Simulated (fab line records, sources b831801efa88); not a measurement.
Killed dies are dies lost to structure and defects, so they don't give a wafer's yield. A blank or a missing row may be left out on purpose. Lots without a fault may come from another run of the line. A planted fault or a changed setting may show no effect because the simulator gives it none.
fab line records | flow sky130
record lots=5 wafers=15 last_day=49
route steps=708 shown METAL5@664 PASSIVATION@681 PAD_OPEN@694
lots that met no fault: from a run of the same line without faults
start_h: hours from the record's first day to the start of the lot's first wafer shown | wait_h: hours since the lot's step before | " the same as in the row above | L1.1+2: a row that stands for several wafers | - no value, or no start given | * or withheld: withheld | < > ~ a bound
route shown NAME@n: a module of which the file shows steps, and the number in the route of the first | usual: mean/standard deviation of fault-free wafers | same: alike in all rows | chamber/n: place in a boat | sites: the reading at each site | _std_site: their standard deviation | _edge_site: outer sites' mean less inner sites' | radius_mm: how far each site lies from the wafer's centre | mask NAME#n: copy n | behind: the tool/chamber that last shaped the wafer | hold: why the lot was held/for how many hours/how that ended | device: the transistor (n, p or np) that didn't switch | end of line: the same wafers' tests at the end of the route | a step without rows: its recipe alone | killed: dies lost to structure and defects at the first sort, not the wafer's yield | map: a wafer's dies, x killed, . not, _ none there
set.NAME: the setting as run; set.NAME@STEP: as run at that earlier step | model.NAME: the simulator's own value behind a step, which no gauge read
lots at some steps of the route; a table a step, a row a wafer
services: from which hour (start_h, from the record's first day; less than 0 if before it) a tool's chamber was out of use, for how many hours, and why
## steps
# step SKY_METAL5_SPUTTER_03
# recipe material=Ti target_thk_nm=5 power_w=3000 time_s=3.3 chamber_pressure_pa=0.4
# usual cathode_dc_power_W=3000.0/0.51 throttle_valve_pct=30.5/0.86
# columns lot.wafer tool chamber start_h wait_h cathode_dc_power_W throttle_valve_pct
L076.1 pvd_sputter-02 - 1008.09 0.0 3001.0 30.5
L076.4 " - " " 3000.7 31.6
L076.5 " - " " 3000.4 30.2
L083.1 pvd_sputter-03 - 1074.57 0.0 3000.1 30.6
L083.3 " - " " 2999.8 31.4
L083.6 " - " " 3000.6 31.5
L086.3 pvd_sputter-04 - 1083.78 0.0 2999.6 30.3
L086.4 " - " " 2999.6 30.0
L086.5 " - " " 2999.8 31.9
L088.2 pvd_sputter-04 - 1092.23 0.0 3000.2 29.9
L088.4 " - " " 3000.9 30.1
L088.5 " - " " 2999.7 30.5
L091.3 pvd_sputter-04 - 1110.16 0.0 2999.6 29.9
L091.5 " - " " 2999.4 30.2
L091.6 " - " " 2999.4 30.0
# step SKY_METAL5_SPUTTER_04
# recipe material=TiN target_thk_nm=70 power_w=6500 time_s=58.3 chamber_pressure_pa=0.4
# usual cathode_dc_power_W=6499.8/1.3 throttle_valve_pct=30.5/0.9
# columns lot.wafer tool chamber start_h wait_h cathode_dc_power_W throttle_valve_pct
L076.1 pvd_sputter-02 - 1008.11 0.0 6500.7 30.7
L076.4 " - " " 6501.2 31.9
L076.5 " - " " 6499.8 30.3
L083.1 pvd_sputter-03 - 1074.58 0.0 6500.3 30.5
L083.3 " - " " 6499.8 31.5
L083.6 " - " " 6499.7 31.8
L086.3 pvd_sputter-04 - 1083.80 0.0 6502.6 30.0
L086.4 " - " " 6497.4 30.0
L086.5 " - " " 6500.4 31.9
L088.2 pvd_sputter-04 - 1092.25 0.0 6499.0 29.8
L088.4 " - " " 6498.0 30.1
L088.5 " - " " 6499.6 30.2
L091.3 pvd_sputter-04 - 1110.18 0.0 6499.1 30.0
L091.5 " - " " 6498.8 30.4
L091.6 " - " " 6503.0 29.9
# step SKY_METAL5_RS_MEAS_05
# recipe thk_meas_gauge=four-point-probe reads=TiN_of_METAL5_SPUTTER_04+Ti_of_METAL5_SPUTTER_03+AlCu_of_METAL5_SPUTTER_02+TiN_of_METAL5_SPUTTER_01+Ti_of_METAL5_SPUTTER_00
# usual METAL5_ALCU_RS=0.0271/0.00037
# columns lot.wafer tool chamber start_h wait_h METAL5_ALCU_RS[ohm/sq]
L076.1 film_metro-03 - 1008.16 0.0 0.0268
L076.4 " - " " 0.0271
L076.5 " - " " 0.0272
L083.1 film_metro-04 - 1074.63 0.0 0.0271
L083.3 " - " " 0.0266
L083.6 " - " " 0.0266
L086.3 film_metro-03 - 1083.89 0.1 0.0272
L086.4 " - " " 0.0274
L086.5 " - " " 0.0272
L088.2 film_metro-04 - 1092.32 0.0 0.0272
L088.4 " - " " 0.0274
L088.5 " - " " 0.0274
L091.3 film_metro-04 - 1110.26 0.1 0.0275
L091.5 " - " " 0.0276
L091.6 " - " " 0.0279
# step SKY_METAL5_THK_MEAS_06
# recipe thk_meas_gauge=xrf reads=AlCu_of_METAL5_SPUTTER_02
# usual METAL5_ALCU_THK=1146/16
# columns lot.wafer tool chamber start_h wait_h METAL5_ALCU_THK[nm]
L076.1 film_metro-03 - 1008.28 0.1 1157
L076.4 " - " " 1146
L076.5 " - " " 1146
L083.1 film_metro-04 - 1074.75 0.1 1148
L083.3 " - " " 1176
L083.6 " - " " 1172
L086.3 film_metro-03 - 1083.99 0.1 1138
L086.4 " - " " 1134
L086.5 " - " " 1146
L088.2 film_metro-04 - 1092.43 0.1 1139
L088.4 " - " " 1130
L088.5 " - " " 1128
L091.3 film_metro-04 - 1110.36 0.1 1127
L091.5 " - " " 1133
L091.6 " - " " 1115
# step SKY_METAL5_DEHYDRATE_07
# recipe temp_c=200 time_s=60
# usual plate_temp_C=199.98/0.17
# columns lot.wafer tool chamber start_h wait_h plate_temp_C
L076.1 litho_track-04 0 1020.14 11.8 199.91
L076.4 " 0 " " 200.22
L076.5 " 0 " " 200.08
L083.1 litho_track-02 0 1084.79 10.0 199.95
L083.3 " 0 " " 200.17
L083.6 " 0 " " 199.97
L086.3 litho_track-01 0 1093.44 9.4 199.93
L086.4 " 0 " " 199.95
L086.5 " 0 " " 199.89
L088.2 litho_track-02 0 1101.26 8.8 199.73
L088.4 " 0 " " 199.63
L088.5 " 0 " " 199.65
L091.3 litho_track-02 0 1119.14 8.8 200.05
L091.5 " 0 " " 200.11
L091.6 " 0 " " 199.98
# step SKY_METAL5_HMDS_08
# recipe prime_time_s=60 prime_temp_c=120
# columns lot.wafer tool chamber start_h wait_h
L076.1+4+5 litho_track-04 0 1020.29 0.1
L083.1+3+6 litho_track-02 0 1084.94 0.1
L086.3+4+5 litho_track-01 0 1093.59 0.1
L088.2+4+5 litho_track-02 0 1101.41 0.1
L091.3+5+6 litho_track-02 0 1119.29 0.1
# step SKY_METAL5_COAT_09
# recipe resist=NOVOLAK spin_rpm=3000 resist_thk_nm=1800
# columns lot.wafer tool chamber start_h wait_h
L076.1+4+5 litho_track-04 0 1020.44 0.1
L083.1+3+6 litho_track-02 0 1085.09 0.1
L086.3+4+5 litho_track-01 0 1093.74 0.1
L088.2+4+5 litho_track-02 0 1101.56 0.1
L091.3+5+6 litho_track-02 0 1119.44 0.1
# step SKY_METAL5_SOFTBAKE_10
# recipe temp_c=90 time_s=60 resist=NOVOLAK
# usual plate_temp_C=89.97/0.12
# columns lot.wafer tool chamber start_h wait_h plate_temp_C
L076.1 litho_track-04 0 1020.59 0.1 89.93
L076.4 " 0 " " 89.83
L076.5 " 0 " " 89.91
L083.1 litho_track-02 0 1085.24 0.1 90.01
L083.3 " 0 " " 89.87
L083.6 " 0 " " 89.90
L086.3 litho_track-01 0 1093.89 0.1 89.87
L086.4 " 0 " " 89.88
L086.5 " 0 " " 90.05
L088.2 litho_track-02 0 1101.71 0.1 90.09
L088.4 " 0 " " 89.89
L088.5 " 0 " " 90.01
L091.3 litho_track-02 0 1119.59 0.1 90.00
L091.5 " 0 " " 89.98
L091.6 " 0 " " 89.99
# step SKY_METAL5_EXPOSE_11
# recipe mask_id=MM5 na=0.6 source_shape=conventional sigma_outer=0.6 polarization=unpolarized target_cd_nm=1600 dose_mj=190
# columns lot.wafer tool chamber start_h wait_h mask
L076.1+4+5 iline_stepper-01 0 - - MM5#0
L083.1+3+6 iline_stepper-01 0 - - MM5#0
L086.3+4+5 iline_stepper-01 0 - - MM5#0
L088.2+4+5 iline_stepper-02 0 - - MM5#0
L091.3+5+6 iline_stepper-02 0 - - MM5#0
# step SKY_METAL5_PEB_12
# recipe temp_c=withheld time_s=* resist=NOVOLAK
# columns lot.wafer tool chamber start_h wait_h
L076.1+4+5 litho_track-04 0 - -
L083.1+3+6 litho_track-02 0 - -
L086.3+4+5 litho_track-04 0 - -
L088.2+4+5 litho_track-04 0 - -
L091.3+5+6 litho_track-02 0 - -
# step SKY_METAL5_DEVELOP_13
# recipe resist=NOVOLAK developer=TMAH develop_time_s=60 dev_temp_c=23
# same develop_time_s=60
# columns lot.wafer tool chamber start_h wait_h
L076.1+4+5 litho_track-04 0 1030.54 0.1
L083.1+3+6 litho_track-02 0 1094.99 0.1
L086.3+4+5 litho_track-04 0 1103.09 0.1
L088.2+4+5 litho_track-04 0 1112.21 0.1
L091.3+5+6 litho_track-02 0 1129.84 0.1
# step SKY_METAL5_DESCUM_14
# recipe chemistry=O2 source_power_w=150 bias_power_w=0 pressure_mtorr=10 temp_c=40 time_s=11
# usual drypump_motor_current_A=5.7/0.62 oes_product_au=0.997/0.0076
# columns lot.wafer tool chamber start_h wait_h drypump_motor_current_A oes_product_au rf_hours_counter_h
L076.1 rie_metal-04 1 1030.69 0.1 5.9 1.008 7
L076.4 " 1 " " 5.8 0.999 -
L076.5 " 1 " " 5.8 1.002 -
L083.1 rie_metal-02 1 1095.14 0.1 5.3 1.007 24
L083.3 " 1 " " 5.3 0.997 -
L083.6 " 0 " " 6.6 1.005 -
L086.3 rie_metal-04 1 1103.21 0.1 5.8 0.991 -
L086.4 " 1 " " 5.9 0.994 -
L086.5 " 1 " " 5.8 0.984 -
L088.2 rie_metal-04 1 1112.34 0.1 5.9 0.999 16
L088.4 " 1 " " 5.9 0.998 -
L088.5 " 1 " " 5.9 0.995 -
L091.3 rie_metal-01 1 1129.95 0.1 5.2 1.001 -
L091.5 " 0 " " 6.3 0.990 -
L091.6 " 1 " " 5.2 0.999 -
# step SKY_METAL5_METAL_ETCH_15
# recipe target_depth_a=12600 stop_on=SiO2 over_etch_frac=0.2 time_s=252 chemistry=Cl2/BCl3 resist_sidewall_deg=86 pressure_mtorr=10 icp_w=900 bias_w=48.5 Cl2_flow_sccm=60 bcl3_flow_sccm=30
# usual bcl3_flow_sccm=30.00/0.094 drypump_motor_current_A=5.7/0.62 oes_product_au=0.893/0.005 throttle_valve_pct=22.264/0.009
# columns lot.wafer tool chamber start_h wait_h bcl3_flow_sccm drypump_motor_current_A oes_product_au rf_hours_counter_h throttle_valve_pct
L076.1 rie_metal-04 1 1030.72 0.0 29.82 5.9 0.895 7 22.266
L076.4 " 1 " " 30.03 5.9 0.892 - 22.264
L076.5 " 1 " " 30.03 5.8 0.890 - 22.260
L083.1 rie_metal-02 1 1095.17 0.0 30.15 5.3 0.897 24 22.272
L083.3 " 1 " " 30.13 5.3 0.893 - 22.257
L083.6 " 0 " " 29.96 6.5 0.887 - 22.258
L086.3 rie_metal-04 1 1103.41 0.2 29.89 5.8 0.886 - 22.267
L086.4 " 1 " " 30.04 5.8 0.895 - 22.262
L086.5 " 1 " " 30.01 5.8 0.883 - 22.254
L088.2 rie_metal-04 1 1112.37 0.0 29.90 5.9 0.896 16 22.274
L088.4 " 1 " " 30.00 5.9 0.892 - 22.259
L088.5 " 1 " " 30.04 5.9 0.894 - 22.268
L091.3 rie_metal-01 1 1130.05 0.1 30.01 5.2 0.889 - 22.248
L091.5 " 0 " " 30.06 6.3 0.891 - 22.270
L091.6 " 1 " " 30.03 5.2 0.886 - 22.254
# step SKY_METAL5_STRIP_16
# recipe chemistry=O2/N2 power_w=1400 pressure_mtorr=1500 platen_temp_c=withheld o2_flow_sccm=3000 n2_flow_sccm=300 overash_fraction=0.5
# usual drypump_motor_current_A=5.6/0.36 oes_product_au=0.711/0.0042 strip_time_to_endpoint_s=13.07/0.12
# columns lot.wafer tool chamber start_h wait_h drypump_motor_current_A oes_product_au rf_hours_counter_h strip_time_to_endpoint_s
L076.1 plasma_asher-02 1 1030.95 0.2 5.9 0.702 121 12.96
L076.4 " 1 " " 5.9 0.713 - 12.85
L076.5 " 0 " " 5.1 0.711 - 12.93
L083.1 plasma_asher-02 1 1095.40 0.2 5.9 0.711 3 13.20
L083.3 " 0 " " 5.1 0.710 - 13.14
L083.6 " 1 " " 5.9 0.720 - 13.11
L086.3 plasma_asher-03 1 1103.76 0.3 5.5 0.713 - 13.10
L086.4 " 0 " " 5.8 0.705 - 12.90
L086.5 " 0 " " 5.8 0.712 - 12.97
L088.2 plasma_asher-03 0 1112.61 0.2 5.8 0.710 70 12.95
L088.4 " 0 " " 5.8 0.714 - 13.12
L088.5 " 1 " " 5.4 0.713 - 13.08
L091.3 plasma_asher-02 0 1130.24 0.1 5.2 0.716 - 12.99
L091.5 " 0 " " 5.1 0.711 - 13.21
L091.6 " 1 " " 5.9 0.711 - 13.04
# step SKY_METAL5_STRIP_17
# recipe chemistry=post_etch_residue_remover time_s=1200 temp_c=72.5
# columns lot.wafer tool chamber start_h wait_h
L076.1+4+5 wet_bench-04 3 1031.05 0.1
L083.1+3+6 wet_bench-04 2 1095.50 0.1
L086.3+4+5 wet_bench-01 0 1103.82 0.0
L088.2+4+5 wet_bench-02 0 1112.71 0.1
L091.3+5+6 wet_bench-01 1 1130.34 0.1
# step SKY_METAL5_CLEAN_18
# recipe chemistry=IPA time_s=180 temp_c=25
# columns lot.wafer tool chamber start_h wait_h
L076.1+4+5 wet_bench-02 1 1031.40 0.0
L083.1+3+6 wet_bench-01 0 1095.85 0.0
L086.3+4+5 wet_bench-02 3 1104.17 0.0
L088.2+4+5 wet_bench-04 3 1113.05 0.0
L091.3+5+6 wet_bench-04 3 1130.68 0.0
# step SKY_METAL5_CLEAN_19
# recipe chemistry=O3/DIW dry=n2_spin
# columns lot.wafer tool chamber start_h wait_h
L076.1+4+5 wet_bench-01 1 1031.45 0.0
L083.1+3+6 wet_bench-02 3 1095.90 0.0
L086.3+4+5 wet_bench-04 0 1104.22 0.0
L088.2+4+5 wet_bench-02 1 1113.11 0.0
L091.3+5+6 wet_bench-02 2 1130.74 0.0
# step SKY_PASSIVATION_CVD_00
# recipe material=SiO2 target_thk_nm=90 temp_c=400 time_s=withheld rf_w=600
# usual heater_power_w=715/130
# columns lot.wafer tool chamber start_h wait_h heater_power_w
L076.1 pecvd-02 2 1031.55 0.0 720
L076.4 " 0 " " 829
L076.5 " 1 " " 912
L083.1 pecvd-02 2 1096.00 0.0 773
L083.3 " 1 " " 953
L083.6 " 1 " " 914
L086.3 pecvd-04 1 1104.32 0.0 773
L086.4 " 1 " " 772
L086.5 " 2 " " 620
L088.2 pecvd-01 0 1113.20 0.0 677
L088.4 " 1 " " 671
L088.5 " 2 " " 747
L091.3 pecvd-02 2 1130.83 0.0 793
L091.5 " 0 " " 904
L091.6 " 1 " " 800
# step SKY_PASSIVATION_THK_MEAS_01
# recipe reads=SiO2_of_PASSIVATION_CVD_00
# usual PASSIVATION_CVD_00_THK=90.1/1.4
# columns lot.wafer tool chamber start_h wait_h PASSIVATION_CVD_00_THK[nm]
L076.1 film_metro-04 - 1031.57 - 89.3
L076.4 " - " " 89.0
L076.5 " - " " 89.9
L083.1 film_metro-04 - 1096.02 - 89.9
L083.3 " - " " 90.3
L083.6 " - " " 90.9
L086.3 film_metro-04 - 1104.36 - 90.3
L086.4 " - " " 90.3
L086.5 " - " " 89.7
L088.2 film_metro-02 - 1113.23 - 87.7
L088.4 " - " " 93.4
L088.5 " - " " 91.8
L091.3 film_metro-04 - 1130.87 - 89.4
L091.5 " - " " 89.4
L091.6 " - " " 90.4
# step SKY_PASSIVATION_CVD_02
# recipe material=Si3N4 target_thk_nm=540 temp_c=400 time_s=withheld rf_w=450
# usual heater_power_w=730/140
# columns lot.wafer tool chamber start_h wait_h heater_power_w
L076.1 pecvd-01 2 1031.63 0.1 761
L076.4 " 0 " " 731
L076.5 " 2 " " 761
L083.1 pecvd-04 2 1096.08 0.1 656
L083.3 " 0 " " 569
L083.6 " 1 " " 839
L086.3 pecvd-02 1 1104.40 0.0 953
L086.4 " 2 " " 745
L086.5 " 0 " " 932
L088.2 pecvd-04 2 1113.28 0.0 605
L088.4 " 2 " " 654
L088.5 " 1 " " 934
L091.3 pecvd-04 0 1130.91 0.0 582
L091.5 " 1 " " 952
L091.6 " 2 " " 646
# step SKY_PASSIVATION_THK_MEAS_03
# recipe reads=Si3N4_of_PASSIVATION_CVD_02
# usual PASSIVATION_CVD_02_THK=535/7.8
# columns lot.wafer tool chamber start_h wait_h PASSIVATION_CVD_02_THK[nm]
L076.1 film_metro-01 - 1031.85 - 527
L076.4 " - " " 537
L076.5 " - " " 535
L083.1 film_metro-04 - 1096.30 - 531
L083.3 " - " " 537
L083.6 " - " " 543
L086.3 film_metro-02 - 1104.64 - 522
L086.4 " - " " 539
L086.5 " - " " 541
L088.2 film_metro-02 - 1113.51 - 533
L088.4 " - " " 544
L088.5 " - " " 539
L091.3 film_metro-04 - 1131.15 - 534
L091.5 " - " " 542
L091.6 " - " " 537
# step SKY_PASSIVATION_DEHYDRATE_04
# recipe temp_c=200 time_s=60
# usual plate_temp_C=199.97/0.15
# columns lot.wafer tool chamber start_h wait_h plate_temp_C
L076.1 litho_track-03 0 1043.48 11.6 200.02
L076.4 " 0 " " 200.17
L076.5 " 0 " " 199.82
L083.1 litho_track-03 0 1105.88 9.6 200.16
L083.3 " 0 " " 200.14
L083.6 " 0 " " 199.98
L086.3 litho_track-04 0 1114.69 10.0 199.94
L086.4 " 0 " " 199.95
L086.5 " 0 " " 199.99
L088.2 litho_track-03 0 1121.96 8.4 200.01
L088.4 " 0 " " 200.21
L088.5 " 0 " " 199.93
L091.3 litho_track-03 0 1139.68 8.5 200.02
L091.5 " 0 " " 199.71
L091.6 " 0 " " 199.85
# step SKY_PASSIVATION_HMDS_05
# recipe prime_time_s=60 prime_temp_c=120
# columns lot.wafer tool chamber start_h wait_h
L076.1+4+5 litho_track-03 0 1043.63 0.1
L083.1+3+6 litho_track-03 0 1106.03 0.1
L086.3+4+5 litho_track-04 0 1114.84 0.1
L088.2+4+5 litho_track-03 0 1122.11 0.1
L091.3+5+6 litho_track-03 0 1139.83 0.1
# step SKY_PASSIVATION_COAT_06
# recipe spin_rpm=2000 resist_thk_nm=3000
# columns lot.wafer tool chamber start_h wait_h
L076.1+4+5 litho_track-03 0 1043.78 0.1
L083.1+3+6 litho_track-03 0 1106.18 0.1
L086.3+4+5 litho_track-04 0 1114.99 0.1
L088.2+4+5 litho_track-03 0 1122.26 0.1
L091.3+5+6 litho_track-03 0 1139.98 0.1
# step SKY_PASSIVATION_SOFTBAKE_07
# recipe temp_c=110 time_s=withheld
# usual plate_temp_C=110.02/0.13
# columns lot.wafer tool chamber start_h wait_h plate_temp_C
L076.1 litho_track-03 0 1043.93 0.1 110.12
L076.4 " 0 " " 110.17
L076.5 " 0 " " 109.89
L083.1 litho_track-03 0 1106.33 0.1 109.90
L083.3 " 0 " " 110.16
L083.6 " 0 " " 109.90
L086.3 litho_track-04 0 1115.15 0.1 110.06
L086.4 " 0 " " 110.21
L086.5 " 0 " " 109.95
L088.2 litho_track-03 0 1122.42 0.1 110.05
L088.4 " 0 " " 110.23
L088.5 " 0 " " 110.21
L091.3 litho_track-03 0 1140.15 0.1 110.09
L091.5 " 0 " " 110.05
L091.6 " 0 " " 110.16
# step SKY_PASSIVATION_EXPOSE_08
# recipe mask_id=NSM target_cd_nm=3000 na=0.57 dose_mj=260
# columns lot.wafer tool chamber start_h wait_h mask
L076.1+4+5 iline_stepper-01 0 - - NSM#0
L083.1+3+6 iline_stepper-01 0 - - NSM#0
L086.3+4+5 iline_stepper-01 0 - - NSM#0
L088.2+4+5 iline_stepper-02 0 - - NSM#0
L091.3+5+6 iline_stepper-01 0 - - NSM#0
# step SKY_PASSIVATION_PEB_09
# recipe temp_c=115 time_s=withheld
# usual plate_temp_C=115.03/0.15
# columns lot.wafer tool chamber start_h wait_h plate_temp_C
L076.1 litho_track-04 0 - - 115.10
L076.4 " 0 " " 115.00
L076.5 " 0 " " 115.08
L083.1 litho_track-04 0 - - 114.99
L083.3 " 0 " " 115.01
L083.6 " 0 " " 115.03
L086.3 litho_track-04 0 - - 114.86
L086.4 " 0 " " 114.72
L086.5 " 0 " " 115.01
L088.2 litho_track-04 0 - - 114.86
L088.4 " 0 " " 114.69
L088.5 " 0 " " 115.00
L091.3 litho_track-03 0 - - 115.16
L091.5 " 0 " " 115.04
L091.6 " 0 " " 115.37
# step SKY_PASSIVATION_DEVELOP_10
# recipe develop_time_s=60 dev_temp_c=22
# same develop_time_s=60
# columns lot.wafer tool chamber start_h wait_h
L076.1+4+5 litho_track-04 0 - -
L083.1+3+6 litho_track-04 0 - -
L086.3+4+5 litho_track-04 0 - -
L088.2+4+5 litho_track-04 0 - -
L091.3+5+6 litho_track-03 0 - -
# step SKY_PASSIVATION_ETCH_11
# recipe chemistry=CF4/O2 target_depth_nm=725 stop_on=AlCu source_w=800 bias_w=150 pressure_mtorr=150 cf4_flow_sccm=80 O2_flow_sccm=10 time_s=161.1
# usual drypump_motor_current_A=5.8/0.46 oes_product_au=0.975/0.008 throttle_valve_pct=5.965/0.0094
# columns lot.wafer tool chamber start_h wait_h drypump_motor_current_A oes_product_au rf_hours_counter_h throttle_valve_pct
L076.1 rie_diel-02 2 1054.24 - 5.5 0.973 19 5.965
L076.4 " 3 " " 5.5 0.976 8 5.961
L076.5 " 3 " " 5.5 0.970 - 5.962
L083.1 rie_diel-01 3 1116.74 - 5.4 0.967 12 5.986
L083.3 " 0 " " 4.8 0.976 11 5.969
L083.6 " 0 " " 4.9 0.989 - 5.958
L086.3 rie_diel-04 3 1124.34 - 5.9 0.959 13 5.967
L086.4 " 0 " " 6.2 0.966 24 5.972
L086.5 " 2 " " 6.5 0.973 - 5.972
L088.2 rie_diel-01 0 1132.49 - 4.9 0.974 11 5.974
L088.4 " 1 " " 6.1 0.984 10 5.959
L088.5 " 0 " " 4.8 0.980 - 5.958
L091.3 rie_diel-01 0 1149.08 - 4.9 0.972 12 5.967
L091.5 " 3 " " 5.4 0.973 - 5.961
L091.6 " 0 " " 4.8 0.981 - 5.975
# step SKY_PASSIVATION_STRIP_12
# recipe chemistry=O2/N2 power_w=1400 pressure_mtorr=1500 platen_temp_c=withheld overash_fraction=0.7 o2_flow_sccm=3000 n2_flow_sccm=300
# usual drypump_motor_current_A=5.6/0.58 oes_product_au=0.661/0.0049 strip_time_to_endpoint_s=31.47/0.17
# columns lot.wafer tool chamber start_h wait_h drypump_motor_current_A oes_product_au rf_hours_counter_h strip_time_to_endpoint_s
L076.1 plasma_asher-02 0 1054.34 0.1 5.1 0.662 123 31.40
L076.4 " 1 " " 5.9 0.663 - 31.30
L076.5 " 1 " " 5.9 0.658 - 31.29
L083.1 plasma_asher-03 1 1116.84 0.1 5.4 0.655 70 31.59
L083.3 " 1 " " 5.5 0.663 - 31.42
L083.6 " 0 " " 5.8 0.660 - 31.60
L086.3 plasma_asher-02 0 1124.48 0.1 5.1 0.664 - 31.66
L086.4 " 1 " " 5.9 0.659 - 31.70
L086.5 " 1 " " 5.9 0.664 - 31.59
L088.2 plasma_asher-02 1 1132.59 0.1 5.9 0.662 7 31.44
L088.4 " 1 " " 5.9 0.661 - 31.72
L088.5 " 0 " " 5.1 0.663 - 31.26
L091.3 plasma_asher-02 0 1149.22 0.1 5.1 0.661 - 31.27
L091.5 " 0 " " 5.1 0.657 - 31.51
L091.6 " 1 " " 5.9 0.653 - 31.24
# step SKY_PAD_OPEN_DEHYDRATE_00
# recipe temp_c=200 time_s=60
# usual plate_temp_C=200.01/0.15
# columns lot.wafer tool chamber start_h wait_h plate_temp_C
L076.1 litho_track-04 0 1065.64 11.3 200.05
L076.4 " 0 " " 199.98
L076.5 " 0 " " 200.09
L083.1 litho_track-03 0 1125.93 9.1 200.10
L083.3 " 0 " " 199.93
L083.6 " 0 " " 200.21
L086.3 litho_track-03 0 1134.03 9.5 200.01
L086.4 " 0 " " 199.97
L086.5 " 0 " " 199.90
L088.2 litho_track-03 0 1140.96 8.3 200.03
L088.4 " 0 " " 199.90
L088.5 " 0 " " 199.82
L091.3 litho_track-01 0 1157.59 8.3 199.73
L091.5 " 0 " " 199.91
L091.6 " 0 " " 199.98
# step SKY_PAD_OPEN_HMDS_01
# recipe prime_time_s=60 prime_temp_c=120
# columns lot.wafer tool chamber start_h wait_h
L076.1+4+5 litho_track-04 0 1065.79 0.1
L083.1+3+6 litho_track-03 0 1126.08 0.1
L086.3+4+5 litho_track-03 0 1134.18 0.1
L088.2+4+5 litho_track-03 0 1141.11 0.1
L091.3+5+6 litho_track-01 0 1157.74 0.1
# step SKY_PAD_OPEN_COAT_02
# recipe spin_rpm=2000 resist_thk_nm=3000
# columns lot.wafer tool chamber start_h wait_h
L076.1+4+5 litho_track-04 0 1065.94 0.1
L083.1+3+6 litho_track-03 0 1126.23 0.1
L086.3+4+5 litho_track-03 0 1134.33 0.1
L088.2+4+5 litho_track-03 0 1141.26 0.1
L091.3+5+6 litho_track-01 0 1157.89 0.1
# step SKY_PAD_OPEN_SOFTBAKE_03
# recipe temp_c=109.4 time_s=withheld
# usual plate_temp_C=109.41/0.13
# columns lot.wafer tool chamber start_h wait_h plate_temp_C
L076.1 litho_track-04 0 1066.09 0.1 109.28
L076.4 " 0 " " 109.38
L076.5 " 0 " " 109.44
L083.1 litho_track-03 0 1126.38 0.1 109.60
L083.3 " 0 " " 109.44
L083.6 " 0 " " 109.59
L086.3 litho_track-03 0 1134.50 0.1 109.19
L086.4 " 0 " " 109.38
L086.5 " 0 " " 109.38
L088.2 litho_track-03 0 1141.42 0.1 109.48
L088.4 " 0 " " 109.47
L088.5 " 0 " " 109.51
L091.3 litho_track-01 0 1158.06 0.1 109.34
L091.5 " 0 " " 109.43
L091.6 " 0 " " 109.48
# step SKY_PAD_OPEN_EXPOSE_04
# recipe mask_id=PDM target_cd_nm=60000 na=0.57 dose_mj=260
# columns lot.wafer tool chamber start_h wait_h mask
L076.1+4+5 iline_stepper-02 0 - - PDM#0
L083.1+3+6 iline_stepper-02 0 - - PDM#0
L086.3+4+5 iline_stepper-02 0 - - PDM#0
L088.2+4+5 iline_stepper-01 0 - - PDM#0
L091.3+5+6 iline_stepper-02 0 - - PDM#0
# step SKY_PAD_OPEN_PEB_05
# recipe temp_c=115 time_s=withheld
# usual plate_temp_C=115.01/0.13
# columns lot.wafer tool chamber start_h wait_h plate_temp_C
L076.1 litho_track-03 0 - - 114.86
L076.4 " 0 " " 114.99
L076.5 " 0 " " 114.91
L083.1 litho_track-04 0 - - 115.07
L083.3 " 0 " " 115.13
L083.6 " 0 " " 114.90
L086.3 litho_track-01 0 - - 115.09
L086.4 " 0 " " 114.99
L086.5 " 0 " " 115.39
L088.2 litho_track-01 0 - - 114.67
L088.4 " 0 " " 114.74
L088.5 " 0 " " 114.97
L091.3 litho_track-03 0 - - 115.17
L091.5 " 0 " " 114.92
L091.6 " 0 " " 114.89
# step SKY_PAD_OPEN_DEVELOP_06
# recipe develop_time_s=60 dev_temp_c=23
# same develop_time_s=60
# columns lot.wafer tool chamber start_h wait_h
L076.1+4+5 litho_track-03 0 - -
L083.1+3+6 litho_track-04 0 - -
L086.3+4+5 litho_track-01 0 - -
L088.2+4+5 litho_track-01 0 - -
L091.3+5+6 litho_track-03 0 - -
# step SKY_PAD_OPEN_ETCH_07
# recipe chemistry=CF4/O2 target_depth_nm=725 stop_on=AlCu source_w=800 bias_w=150 pressure_mtorr=150 cf4_flow_sccm=80 O2_flow_sccm=10 time_s=161.1
# usual drypump_motor_current_A=5.7/0.45 oes_product_au=0.975/0.0082 throttle_valve_pct=5.963/0.0092
# columns lot.wafer tool chamber start_h wait_h drypump_motor_current_A oes_product_au rf_hours_counter_h throttle_valve_pct
L076.1 rie_diel-02 3 1075.73 - 5.5 0.973 9 5.961
L076.4 " 2 " " 5.5 0.979 19 5.963
L076.5 " 2 " " 5.5 0.975 - 5.957
L083.1 rie_diel-04 3 1136.39 - 5.8 0.971 13 5.961
L083.3 " 1 " " 6.2 0.977 14 5.962
L083.6 " 2 " " 6.5 0.981 - 5.961
L086.3 rie_diel-04 0 1143.14 - 6.2 0.967 24 5.967
L086.4 " 3 " " 5.8 0.975 14 5.971
L086.5 " 2 " " 6.5 0.979 - 5.985
L088.2 rie_diel-02 0 1150.49 - 5.8 0.975 6 5.967
L088.4 " 3 " " 5.5 0.990 12 5.963
L088.5 " 2 " " 5.4 0.986 - 5.964
L091.3 rie_diel-02 1 1166.18 - 6.0 0.979 2 5.964
L091.5 " 3 " " 5.5 0.986 - 5.949
L091.6 " 0 " " 5.8 0.977 - 5.963
## services
# columns tool chamber start_h hours kind
pecvd-02 2 995.21 1.9 repair
rie_diel-04 1 995.31 19.5 repair
rie_diel-04 2 995.54 33.2 repair
pvd_sputter-02 - 995.68 8.0 repair
rie_diel-04 0 997.77 1.8 repair
rie_diel-01 2 1007.16 2.5 repair
rie_diel-01 2 1010.12 1.7 repair
wet_bench-04 - 1014.17 4.4 pm
pvd_sputter-02 - 1021.72 33.6 repair
rie_diel-02 - 1021.77 14.6 pm
iline_stepper-01 - 1027.87 3.5 repair
rie_diel-04 3 1027.92 6.6 repair
plasma_asher-02 - 1055.25 9.0 pm
wet_bench-01 - 1055.56 4.4 pm
rie_diel-01 - 1081.69 0.7 repair
wet_bench-04 - 1100.82 1.3 repair
iline_stepper-01 - 1110.82 1.7 pm
wet_bench-01 - 1111.78 0.7 repair
pvd_sputter-03 - 1113.61 2.2 repair
pvd_sputter-02 - 1114.76 2.4 repair
rie_metal-04 - 1117.98 1.4 pm
rie_diel-04 0 1131.22 8.2 repair
iline_stepper-02 - 1140.03 1.7 pm
pvd_sputter-04 - 1154.15 3.2 repair
## key
fault none
